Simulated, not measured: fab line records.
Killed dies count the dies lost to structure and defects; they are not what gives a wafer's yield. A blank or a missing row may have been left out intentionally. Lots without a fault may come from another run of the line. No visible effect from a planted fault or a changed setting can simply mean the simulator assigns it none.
fab line records / flow sfq-line
record lots=14 wafers=42 last-day=92
route steps=325 shown I7@296
lots that met no fault: from a run of the same line without faults
start-h: hours from the record's first day to the start of the lot's first wafer shown / wait-h: hours from the lot's prior step to this one / " same as the row above / L1.1+2: one row covering several wafers at once / - no value present, or no start provided / * or withheld: withheld / < > ~ a bound
route shown NAME@n: names a module that has steps shown in the file, with the first one's number in the route / usual: mean/standard deviation of fault-free wafers / same: alike in all rows / chamber/n: place in a boat / sites: each site's reading / _std_site: the standard deviation of these / _edge_site: mean of outer sites minus mean of inner sites / radius-mm: for every site, how far away it sits from the centre of the wafer / mask NAME#n: copy n / behind: the tool/chamber that last shaped the wafer / hold: what put the lot on hold/how long, in hours/how the hold closed / device: the n, p or np transistor that did not switch / end of line: tests run on the same wafers once the route is complete / a step without rows: its recipe alone / killed: the dies lost at the first sort to structure and to defects; this is not the yield of the wafer / map: dies across one wafer; x = killed, . = not, _ = none there
set.NAME: the run value of the setting; set.NAME@STEP: its run value at that earlier step / model.NAME: the simulator's own value behind a step, which no gauge read
route steps across a sampled set of lots; one table per step, one row per wafer
services: from which hour (start-h, from the record's first day; less than 0 if before it) a tool's chamber was out of use, for how many hours, and why
## steps
# step SFQ_TRILAYER_I7_DEP_PECVD_183
# recipe material=SiO2 temp-c=150 time-s=111.11 pressure-torr=2.4 rf-w=183.3 precursor=SiH4/N2O target-thk-nm=500
# usual chamber-pressure-Torr=2.399/0.005 heater-power-outer-w=33/8.3 heater-power-w=90/13 rf-fwd-power-W=182.4/0.6 showerhead-vpp-V=832/39 susceptor-temp-C=150.02/0.16 throttle-valve-pct=24.1/1.2
lot.wafer=L845.2 tool=pecvd-03 chamber=0 start-h=1712.12 wait-h=0.0 chamber-pressure-Torr=2.399 heater-power-outer-w=24 heater-power-w=77 rf-fwd-power-W=183.4 showerhead-vpp-V=788 susceptor-temp-C=150.00 throttle-valve-pct=24.4
lot.wafer=L845.5 tool=pecvd-03 chamber=1 start-h=1712.12 wait-h=0.0 chamber-pressure-Torr=2.402 heater-power-outer-w=29 heater-power-w=82 rf-fwd-power-W=182.9 showerhead-vpp-V=873 susceptor-temp-C=150.28 throttle-valve-pct=22.8
lot.wafer=L845.6 tool=pecvd-03 chamber=2 start-h=1712.12 wait-h=0.0 chamber-pressure-Torr=2.392 heater-power-outer-w=42 heater-power-w=108 rf-fwd-power-W=182.0 showerhead-vpp-V=821 susceptor-temp-C=149.90 throttle-valve-pct=22.6
lot.wafer=L847.1 tool=pecvd-02 chamber=0 start-h=1808.31 wait-h=0.0 chamber-pressure-Torr=2.395 heater-power-outer-w=27 heater-power-w=89 rf-fwd-power-W=182.0 showerhead-vpp-V=855 susceptor-temp-C=150.09 throttle-valve-pct=23.2
lot.wafer=L847.4 tool=pecvd-02 chamber=1 start-h=1808.31 wait-h=0.0 chamber-pressure-Torr=2.390 heater-power-outer-w=38 heater-power-w=92 rf-fwd-power-W=182.9 showerhead-vpp-V=805 susceptor-temp-C=150.17 throttle-valve-pct=26.8
lot.wafer=L847.5 tool=pecvd-02 chamber=0 start-h=1808.31 wait-h=0.0 chamber-pressure-Torr=2.396 heater-power-outer-w=29 heater-power-w=91 rf-fwd-power-W=182.1 showerhead-vpp-V=848 susceptor-temp-C=150.38 throttle-valve-pct=22.9
lot.wafer=L848.3 tool=pecvd-02 chamber=2 start-h=1813.39 wait-h=0.0 chamber-pressure-Torr=2.396 heater-power-outer-w=28 heater-power-w=85 rf-fwd-power-W=182.2 showerhead-vpp-V=771 susceptor-temp-C=149.92 throttle-valve-pct=24.0
lot.wafer=L848.4 tool=pecvd-02 chamber=1 start-h=1813.39 wait-h=0.0 chamber-pressure-Torr=2.398 heater-power-outer-w=43 heater-power-w=101 rf-fwd-power-W=182.8 showerhead-vpp-V=793 susceptor-temp-C=149.87 throttle-valve-pct=26.9
lot.wafer=L848.6 tool=pecvd-02 chamber=0 start-h=1813.39 wait-h=0.0 chamber-pressure-Torr=2.395 heater-power-outer-w=32 heater-power-w=97 rf-fwd-power-W=181.7 showerhead-vpp-V=857 susceptor-temp-C=150.23 throttle-valve-pct=22.8
lot.wafer=L849.4 tool=pecvd-03 chamber=0 start-h=1818.23 wait-h=0.0 chamber-pressure-Torr=2.405 heater-power-outer-w=31 heater-power-w=83 rf-fwd-power-W=182.8 showerhead-vpp-V=780 susceptor-temp-C=149.92 throttle-valve-pct=24.8
lot.wafer=L849.5 tool=pecvd-03 chamber=2 start-h=1818.23 wait-h=0.0 chamber-pressure-Torr=2.401 heater-power-outer-w=37 heater-power-w=99 rf-fwd-power-W=182.6 showerhead-vpp-V=830 susceptor-temp-C=150.05 throttle-valve-pct=22.8
lot.wafer=L849.6 tool=pecvd-03 chamber=1 start-h=1818.23 wait-h=0.0 chamber-pressure-Torr=2.398 heater-power-outer-w=30 heater-power-w=81 rf-fwd-power-W=183.0 showerhead-vpp-V=888 susceptor-temp-C=150.01 throttle-valve-pct=23.3
lot.wafer=L850.4 tool=pecvd-01 chamber=2 start-h=1821.83 wait-h=0.0 chamber-pressure-Torr=2.401 heater-power-outer-w=24 heater-power-w=75 rf-fwd-power-W=181.0 showerhead-vpp-V=824 susceptor-temp-C=150.24 throttle-valve-pct=25.0
lot.wafer=L850.5 tool=pecvd-01 chamber=0 start-h=1821.83 wait-h=0.0 chamber-pressure-Torr=2.403 heater-power-outer-w=28 heater-power-w=86 rf-fwd-power-W=182.9 showerhead-vpp-V=877 susceptor-temp-C=150.13 throttle-valve-pct=23.6
lot.wafer=L850.6 tool=pecvd-01 chamber=1 start-h=1821.83 wait-h=0.0 chamber-pressure-Torr=2.402 heater-power-outer-w=53 heater-power-w=126 rf-fwd-power-W=182.5 showerhead-vpp-V=831 susceptor-temp-C=150.22 throttle-valve-pct=22.5
lot.wafer=L851.1 tool=pecvd-02 chamber=1 start-h=1823.23 wait-h=0.0 chamber-pressure-Torr=2.402 heater-power-outer-w=51 heater-power-w=115 rf-fwd-power-W=183.0 showerhead-vpp-V=797 susceptor-temp-C=149.97 throttle-valve-pct=26.5
lot.wafer=L851.2 tool=pecvd-02 chamber=2 start-h=1823.23 wait-h=0.0 chamber-pressure-Torr=2.396 heater-power-outer-w=30 heater-power-w=86 rf-fwd-power-W=182.5 showerhead-vpp-V=765 susceptor-temp-C=150.01 throttle-valve-pct=24.2
lot.wafer=L851.4 tool=pecvd-02 chamber=2 start-h=1823.23 wait-h=0.0 chamber-pressure-Torr=2.403 heater-power-outer-w=30 heater-power-w=89 rf-fwd-power-W=183.1 showerhead-vpp-V=759 susceptor-temp-C=149.97 throttle-valve-pct=23.8
lot.wafer=L852.2 tool=pecvd-01 chamber=2 start-h=1824.19 wait-h=0.0 chamber-pressure-Torr=2.408 heater-power-outer-w=29 heater-power-w=81 rf-fwd-power-W=181.7 showerhead-vpp-V=829 susceptor-temp-C=150.03 throttle-valve-pct=24.9
lot.wafer=L852.3 tool=pecvd-01 chamber=0 start-h=1824.19 wait-h=0.0 chamber-pressure-Torr=2.399 heater-power-outer-w=25 heater-power-w=81 rf-fwd-power-W=181.6 showerhead-vpp-V=880 susceptor-temp-C=150.11 throttle-valve-pct=23.8
lot.wafer=L852.6 tool=pecvd-01 chamber=0 start-h=1824.19 wait-h=0.0 chamber-pressure-Torr=2.395 heater-power-outer-w=27 heater-power-w=85 rf-fwd-power-W=180.7 showerhead-vpp-V=890 susceptor-temp-C=150.17 throttle-valve-pct=23.6
lot.wafer=L853.2 tool=pecvd-01 chamber=0 start-h=1832.90 wait-h=0.0 chamber-pressure-Torr=2.395 heater-power-outer-w=30 heater-power-w=87 rf-fwd-power-W=182.6 showerhead-vpp-V=895 susceptor-temp-C=149.99 throttle-valve-pct=23.6
lot.wafer=L853.5 tool=pecvd-01 chamber=2 start-h=1832.90 wait-h=0.0 chamber-pressure-Torr=2.408 heater-power-outer-w=35 heater-power-w=90 rf-fwd-power-W=182.6 showerhead-vpp-V=825 susceptor-temp-C=150.22 throttle-valve-pct=24.8
lot.wafer=L853.6 tool=pecvd-01 chamber=0 start-h=1832.90 wait-h=0.0 chamber-pressure-Torr=2.398 heater-power-outer-w=18 heater-power-w=71 rf-fwd-power-W=181.9 showerhead-vpp-V=892 susceptor-temp-C=150.08 throttle-valve-pct=23.6
lot.wafer=L855.1 tool=pecvd-03 chamber=0 start-h=1923.48 wait-h=0.0 chamber-pressure-Torr=2.401 heater-power-outer-w=28 heater-power-w=80 rf-fwd-power-W=184.7 showerhead-vpp-V=784 susceptor-temp-C=149.90 throttle-valve-pct=24.9
lot.wafer=L855.4 tool=pecvd-03 chamber=0 start-h=1923.48 wait-h=0.0 chamber-pressure-Torr=2.405 heater-power-outer-w=29 heater-power-w=83 rf-fwd-power-W=184.1 showerhead-vpp-V=798 susceptor-temp-C=150.07 throttle-valve-pct=25.0
lot.wafer=L855.6 tool=pecvd-03 chamber=1 start-h=1923.48 wait-h=0.0 chamber-pressure-Torr=2.407 heater-power-outer-w=29 heater-power-w=80 rf-fwd-power-W=182.7 showerhead-vpp-V=888 susceptor-temp-C=149.92 throttle-valve-pct=23.3
lot.wafer=L859.3 tool=pecvd-03 chamber=1 start-h=2036.22 wait-h=0.0 chamber-pressure-Torr=2.394 heater-power-outer-w=10 heater-power-w=56 rf-fwd-power-W=255.9 showerhead-vpp-V=1028 susceptor-temp-C=149.90 throttle-valve-pct=23.5
lot.wafer=L859.5 tool=pecvd-03 chamber=0 start-h=2036.22 wait-h=0.0 chamber-pressure-Torr=2.400 heater-power-outer-w=7 heater-power-w=52 rf-fwd-power-W=255.5 showerhead-vpp-V=930 susceptor-temp-C=149.82 throttle-valve-pct=25.3
lot.wafer=L859.6 tool=pecvd-03 chamber=1 start-h=2036.22 wait-h=0.0 chamber-pressure-Torr=2.399 heater-power-outer-w=11 heater-power-w=57 rf-fwd-power-W=256.7 showerhead-vpp-V=1032 susceptor-temp-C=149.94 throttle-valve-pct=23.5
lot.wafer=L861.2 tool=pecvd-03 chamber=0 start-h=2046.83 wait-h=0.0 chamber-pressure-Torr=2.396 heater-power-outer-w=11 heater-power-w=59 rf-fwd-power-W=256.0 showerhead-vpp-V=924 susceptor-temp-C=150.05 throttle-valve-pct=25.2
lot.wafer=L861.3 tool=pecvd-03 chamber=2 start-h=2046.83 wait-h=0.0 chamber-pressure-Torr=2.401 heater-power-outer-w=11 heater-power-w=62 rf-fwd-power-W=256.4 showerhead-vpp-V=991 susceptor-temp-C=149.93 throttle-valve-pct=23.4
lot.wafer=L861.6 tool=pecvd-03 chamber=1 start-h=2046.83 wait-h=0.0 chamber-pressure-Torr=2.389 heater-power-outer-w=9 heater-power-w=56 rf-fwd-power-W=256.3 showerhead-vpp-V=1042 susceptor-temp-C=150.04 throttle-valve-pct=23.4
lot.wafer=L866.2 tool=pecvd-01 chamber=1 start-h=2115.48 wait-h=0.0 chamber-pressure-Torr=2.406 heater-power-outer-w=42 heater-power-w=111 rf-fwd-power-W=183.3 showerhead-vpp-V=828 susceptor-temp-C=150.09 throttle-valve-pct=23.0
lot.wafer=L866.4 tool=pecvd-01 chamber=0 start-h=2115.48 wait-h=0.0 chamber-pressure-Torr=2.395 heater-power-outer-w=22 heater-power-w=77 rf-fwd-power-W=182.4 showerhead-vpp-V=882 susceptor-temp-C=150.14 throttle-valve-pct=24.1
lot.wafer=L866.6 tool=pecvd-01 chamber=1 start-h=2115.48 wait-h=0.0 chamber-pressure-Torr=2.406 heater-power-outer-w=47 heater-power-w=115 rf-fwd-power-W=182.7 showerhead-vpp-V=807 susceptor-temp-C=150.01 throttle-valve-pct=22.7
lot.wafer=L867.3 tool=pecvd-02 chamber=1 start-h=2118.29 wait-h=0.0 chamber-pressure-Torr=2.397 heater-power-outer-w=44 heater-power-w=104 rf-fwd-power-W=182.2 showerhead-vpp-V=799 susceptor-temp-C=150.06 throttle-valve-pct=27.2
lot.wafer=L867.4 tool=pecvd-02 chamber=2 start-h=2118.29 wait-h=0.0 chamber-pressure-Torr=2.393 heater-power-outer-w=31 heater-power-w=91 rf-fwd-power-W=182.6 showerhead-vpp-V=777 susceptor-temp-C=150.01 throttle-valve-pct=24.2
lot.wafer=L867.5 tool=pecvd-02 chamber=1 start-h=2118.29 wait-h=0.0 chamber-pressure-Torr=2.391 heater-power-outer-w=46 heater-power-w=106 rf-fwd-power-W=182.1 showerhead-vpp-V=804 susceptor-temp-C=149.85 throttle-valve-pct=27.3
lot.wafer=L868.2 tool=pecvd-03 chamber=2 start-h=2125.62 wait-h=0.0 chamber-pressure-Torr=2.399 heater-power-outer-w=41 heater-power-w=104 rf-fwd-power-W=182.3 showerhead-vpp-V=836 susceptor-temp-C=150.13 throttle-valve-pct=23.6
lot.wafer=L868.3 tool=pecvd-03 chamber=1 start-h=2125.62 wait-h=0.0 chamber-pressure-Torr=2.403 heater-power-outer-w=32 heater-power-w=86 rf-fwd-power-W=182.2 showerhead-vpp-V=885 susceptor-temp-C=149.96 throttle-valve-pct=23.6
lot.wafer=L868.5 tool=pecvd-03 chamber=0 start-h=2125.62 wait-h=0.0 chamber-pressure-Torr=2.402 heater-power-outer-w=32 heater-power-w=85 rf-fwd-power-W=183.1 showerhead-vpp-V=788 susceptor-temp-C=150.06 throttle-valve-pct=25.3
# step SFQ_TRILAYER_I7_CMP_CMP_184
# recipe material=SiO2 down-force-psi=3 platen-rpm=60 pad-velocity-m-s=0.94248
# usual motor-current-A=10.0/1.1 time-to-endpoint-s=217/8.1
lot.wafer=L845.2 tool=cmp-01 chamber=2 start-h=1713.88 wait-h=1.7 motor-current-A=10.6 time-to-endpoint-s=210
lot.wafer=L845.6 tool=cmp-01 chamber=0 start-h=1714.88 wait-h=2.7 motor-current-A=9.8 time-to-endpoint-s=216
lot.wafer=L845.5 tool=cmp-01 chamber=1 start-h=1714.88 wait-h=2.7 motor-current-A=10.1 time-to-endpoint-s=216
lot.wafer=L847.1 tool=cmp-01 chamber=0 start-h=1815.01 wait-h=6.7 motor-current-A=9.4 time-to-endpoint-s=209
lot.wafer=L847.4 tool=cmp-01 chamber=3 start-h=1816.51 wait-h=8.1 motor-current-A=10.5 time-to-endpoint-s=217
lot.wafer=L847.5 tool=cmp-01 chamber=1 start-h=1817.51 wait-h=9.1 motor-current-A=11.5 time-to-endpoint-s=226
lot.wafer=L848.4 tool=cmp-02 chamber=2 start-h=1820.01 wait-h=6.5 motor-current-A=7.9 time-to-endpoint-s=224
lot.wafer=L848.3 tool=cmp-02 chamber=1 start-h=1821.51 wait-h=8.1 motor-current-A=10.0 time-to-endpoint-s=218
lot.wafer=L848.6 tool=cmp-02 chamber=3 start-h=1822.51 wait-h=9.0 motor-current-A=11.3 time-to-endpoint-s=210
lot.wafer=L849.4 tool=cmp-01 chamber=1 start-h=1834.51 wait-h=16.2 motor-current-A=11.2 time-to-endpoint-s=222
lot.wafer=L849.6 tool=cmp-01 chamber=2 start-h=1834.51 wait-h=16.2 motor-current-A=10.3 time-to-endpoint-s=212
lot.wafer=L849.5 tool=cmp-01 chamber=3 start-h=1834.51 wait-h=16.2 motor-current-A=9.7 time-to-endpoint-s=221
lot.wafer=L850.4 tool=cmp-02 chamber=1 start-h=1836.80 wait-h=14.9 motor-current-A=10.0 time-to-endpoint-s=228
lot.wafer=L850.6 tool=cmp-02 chamber=0 start-h=1838.30 wait-h=16.4 motor-current-A=10.1 time-to-endpoint-s=231
lot.wafer=L850.5 tool=cmp-02 chamber=1 start-h=1838.30 wait-h=16.4 motor-current-A=9.9 time-to-endpoint-s=221
lot.wafer=L851.2 tool=cmp-02 chamber=0 start-h=1839.30 wait-h=16.0 motor-current-A=10.0 time-to-endpoint-s=225
lot.wafer=L851.4 tool=cmp-02 chamber=2 start-h=1840.30 wait-h=17.0 motor-current-A=8.2 time-to-endpoint-s=220
lot.wafer=L851.1 tool=cmp-02 chamber=3 start-h=1840.30 wait-h=17.0 motor-current-A=11.4 time-to-endpoint-s=212
lot.wafer=L852.3 tool=cmp-01 chamber=0 start-h=1843.01 wait-h=18.8 motor-current-A=9.0 time-to-endpoint-s=214
lot.wafer=L852.2 tool=cmp-01 chamber=1 start-h=1843.01 wait-h=18.8 motor-current-A=11.5 time-to-endpoint-s=212
lot.wafer=L852.6 tool=cmp-01 chamber=3 start-h=1844.51 wait-h=20.2 motor-current-A=10.0 time-to-endpoint-s=204
lot.wafer=L853.2 tool=cmp-02 chamber=1 start-h=1845.80 wait-h=12.9 motor-current-A=10.2 time-to-endpoint-s=208
lot.wafer=L853.6 tool=cmp-02 chamber=0 start-h=1847.30 wait-h=14.3 motor-current-A=10.3 time-to-endpoint-s=219
lot.wafer=L853.5 tool=cmp-02 chamber=1 start-h=1847.30 wait-h=14.3 motor-current-A=10.0 time-to-endpoint-s=216
lot.wafer=L855.1 tool=cmp-02 chamber=2 start-h=1926.33 wait-h=2.8 motor-current-A=7.9 time-to-endpoint-s=218
lot.wafer=L855.4 tool=cmp-02 chamber=1 start-h=1927.83 wait-h=4.3 motor-current-A=10.3 time-to-endpoint-s=226
lot.wafer=L855.6 tool=cmp-02 chamber=2 start-h=1927.83 wait-h=4.3 motor-current-A=8.4 time-to-endpoint-s=223
lot.wafer=L859.3 tool=cmp-02 chamber=2 start-h=2039.20 wait-h=2.9 motor-current-A=7.8 time-to-endpoint-s=270
lot.wafer=L859.6 tool=cmp-02 chamber=1 start-h=2040.70 wait-h=4.4 motor-current-A=10.3 time-to-endpoint-s=267
lot.wafer=L859.5 tool=cmp-02 chamber=2 start-h=2040.70 wait-h=4.4 motor-current-A=8.1 time-to-endpoint-s=282
lot.wafer=L861.2 tool=cmp-02 chamber=2 start-h=2046.91 wait-h=0.0 motor-current-A=8.1 time-to-endpoint-s=263
lot.wafer=L861.3 tool=cmp-02 chamber=1 start-h=2048.41 wait-h=1.5 motor-current-A=10.0 time-to-endpoint-s=246
lot.wafer=L861.6 tool=cmp-02 chamber=2 start-h=2048.41 wait-h=1.5 motor-current-A=7.8 time-to-endpoint-s=266
lot.wafer=L866.2 tool=cmp-02 chamber=3 start-h=2115.55 wait-h=0.0 motor-current-A=11.6 time-to-endpoint-s=212
lot.wafer=L866.4 tool=cmp-02 chamber=2 start-h=2117.05 wait-h=1.5 motor-current-A=7.8 time-to-endpoint-s=223
lot.wafer=L866.6 tool=cmp-02 chamber=3 start-h=2117.05 wait-h=1.5 motor-current-A=11.5 time-to-endpoint-s=224
lot.wafer=L867.3 tool=cmp-01 chamber=0 start-h=2119.37 wait-h=1.0 motor-current-A=9.2 time-to-endpoint-s=209
lot.wafer=L867.4 tool=cmp-01 chamber=1 start-h=2119.37 wait-h=1.0 motor-current-A=11.5 time-to-endpoint-s=215
lot.wafer=L867.5 tool=cmp-01 chamber=2 start-h=2119.37 wait-h=1.0 motor-current-A=10.1 time-to-endpoint-s=220
lot.wafer=L868.2 tool=cmp-02 chamber=2 start-h=2125.70 wait-h=0.0 motor-current-A=7.8 time-to-endpoint-s=210
lot.wafer=L868.3 tool=cmp-02 chamber=0 start-h=2126.70 wait-h=1.0 motor-current-A=10.9 time-to-endpoint-s=219
lot.wafer=L868.5 tool=cmp-02 chamber=2 start-h=2127.70 wait-h=2.0 motor-current-A=8.2 time-to-endpoint-s=221
## services
tool=cmp-02 chamber=- start-h=1740.95 hours=1.9 kind=repair
tool=cmp-02 chamber=- start-h=1746.42 hours=1.0 kind=repair
tool=cmp-02 chamber=- start-h=1757.83 hours=4.7 kind=pm
tool=pecvd-03 chamber=- start-h=1775.42 hours=0.8 kind=repair
tool=cmp-01 chamber=- start-h=1787.92 hours=4.0 kind=pm
tool=pecvd-03 chamber=- start-h=1797.65 hours=20.5 kind=repair
tool=cmp-01 chamber=- start-h=1798.74 hours=2.7 kind=repair
tool=pecvd-03 chamber=2 start-h=1802.81 hours=4.7 kind=repair
tool=pecvd-03 chamber=- start-h=1809.10 hours=1.3 kind=repair
tool=pecvd-03 chamber=- start-h=1823.93 hours=14.6 kind=pm
tool=cmp-01 chamber=- start-h=1866.36 hours=0.3 kind=repair
tool=cmp-02 chamber=- start-h=1907.58 hours=3.4 kind=repair
tool=cmp-01 chamber=- start-h=1918.68 hours=16.3 kind=pm
tool=cmp-02 chamber=- start-h=1930.16 hours=0.3 kind=repair
tool=cmp-02 chamber=- start-h=1939.08 hours=4.0 kind=pm
tool=cmp-01 chamber=- start-h=1982.22 hours=0.5 kind=repair
tool=cmp-01 chamber=- start-h=1984.74 hours=4.3 kind=pm
tool=pecvd-03 chamber=- start-h=2000.80 hours=2.8 kind=pm
tool=cmp-02 chamber=- start-h=2001.46 hours=0.5 kind=repair
tool=pecvd-03 chamber=0 start-h=2005.89 hours=2.6 kind=repair
tool=cmp-02 chamber=- start-h=2016.94 hours=3.1 kind=repair
tool=cmp-01 chamber=- start-h=2065.71 hours=1.2 kind=repair
tool=cmp-01 chamber=- start-h=2069.13 hours=3.3 kind=repair
tool=cmp-01 chamber=- start-h=2095.41 hours=5.8 kind=pm
## key
first-sign step=SFQ_TRILAYER_I7_DEP_PECVD_183 reading=rf-fwd-power-W direction=up sigmas=99+ usual=182.4 struck=256.1
effect step=SFQ_TRILAYER_I7_DEP_PECVD_183 reading=showerhead-vpp-V direction=up sigmas=4.1 usual=832 struck=991
effect step=SFQ_TRILAYER_I7_CMP_CMP_184 reading=time-to-endpoint-s direction=up sigmas=6 usual=* struck=*
met-at SFQ_TRILAYER_I7_DEP_PECVD_183
struck-lots L859,L861
onset-between 1923.48 2036.22
fault kind=process-parameter-drift tool=pecvd-03 chamber=- onset-h=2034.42 steps=SFQ_TRILAYER_I7_DEP_PECVD_183 channel=rf-w offset=73.32 shape=step end-h=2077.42 acts-in=these-recipes-only stated=183.3
